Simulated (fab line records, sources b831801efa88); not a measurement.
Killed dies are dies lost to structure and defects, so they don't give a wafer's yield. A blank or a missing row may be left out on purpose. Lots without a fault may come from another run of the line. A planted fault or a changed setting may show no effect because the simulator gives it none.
Chamber matching | flow gf180mcu | GF_V3_CMP_04 on cmp-01: 4 sister chambers
The step polishes SiO2. 16 wafers are shown with their chamber, then 8 later ones without.

WAFERS WITH THEIR CHAMBER
wafer  | chamber | motor_current_A (A) | time_to_endpoint_s (s) | platen_rpm (rpm)
L739.1 | 3       | 11.1                | 78                     | 60.00
L739.4 | 2       | 12.5                | 86                     | 60.05
L739.6 | 2       | 12.0                | 85                     | 60.03
L740.1 | 1       | 13.1                | 86                     | 60.01
L740.2 | 2       | 11.5                | 76                     | 59.98
L740.4 | 3       | 10.8                | 77                     | 59.93
L741.1 | 3       | 11.0                | 78                     | 59.96
L741.2 | 0       | 12.9                | 73                     | 59.98
L741.4 | 1       | 13.0                | 88                     | 60.00
L744.1 | 1       | 12.6                | 85                     | 59.92
L744.2 | 0       | 12.5                | 83                     | 59.94
L744.3 | 2       | 12.7                | 87                     | 60.06
L747.2 | 3       | 11.1                | 71                     | 59.95
L747.4 | 0       | 11.7                | 71                     | 59.98
L747.6 | 0       | 10.8                | 70                     | 60.00
L754.1 | 3       | 10.6                | 74                     | 59.99

SIGNATURES (means of the wafers above)
reading            | chamber 0 | chamber 1 | chamber 2 | chamber 3 | scatter within a chamber
motor_current_A    | 11.975    | 12.900    | 12.175    | 10.920    | 0.561
time_to_endpoint_s | 74.25     | 86.33     | 83.50     | 75.60     | 4.34
platen_rpm         | 59.9750   | 59.9767   | 60.0300   | 59.9660   | 0.034
Rule: a wafer's distance from a chamber is the root of the sum, over the readings, of the square of ((its reading less the chamber's mean) divided by the reading's scatter). The wafer belongs to the nearest chamber; if the next one is less than 2 further off, it can't be placed. The scatter: the root of (the sum of the squares of (reading less its chamber's mean) over the shown wafers, divided by (wafers less chambers)).

WAFERS WITHOUT THEIR CHAMBER
wafer  | motor_current_A (A) | time_to_endpoint_s (s) | platen_rpm (rpm)
L754.3 | 12.4                | 80                     | 60.08
L754.5 | 12.1                | 82                     | 60.06
L758.2 | 10.6                | 78                     | 59.98
L758.3 | 12.8                | 88                     | 59.98
L758.5 | 12.2                | 88                     | 60.02
L759.1 | 13.0                | 82                     | 60.03
L759.5 | 12.3                | 93                     | 59.98
L759.6 | 11.3                | 87                     | 60.01

WHICH CHAMBER EACH WENT THROUGH
wafer  | from the rows above               | in truth
L754.3 | can't be placed: 2 or 0 or 1      | 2
L754.5 | 2                                 | 2
L758.2 | can't be placed: 3 or 0           | 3
L758.3 | can't be placed: 1 or 2           | 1
L758.5 | can't be placed: 2 or 1           | 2
L759.1 | can't be placed: 2 or 1 or 0      | 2
L759.5 | can't be placed: 1 or 2           | 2
L759.6 | can't be placed: 2 or 3 or 1 or 0 | 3
Placed correctly: 1 of 8. Can't be placed from these rows: 7 (the true chamber is among the candidates in 7). Placed wrongly: 0.
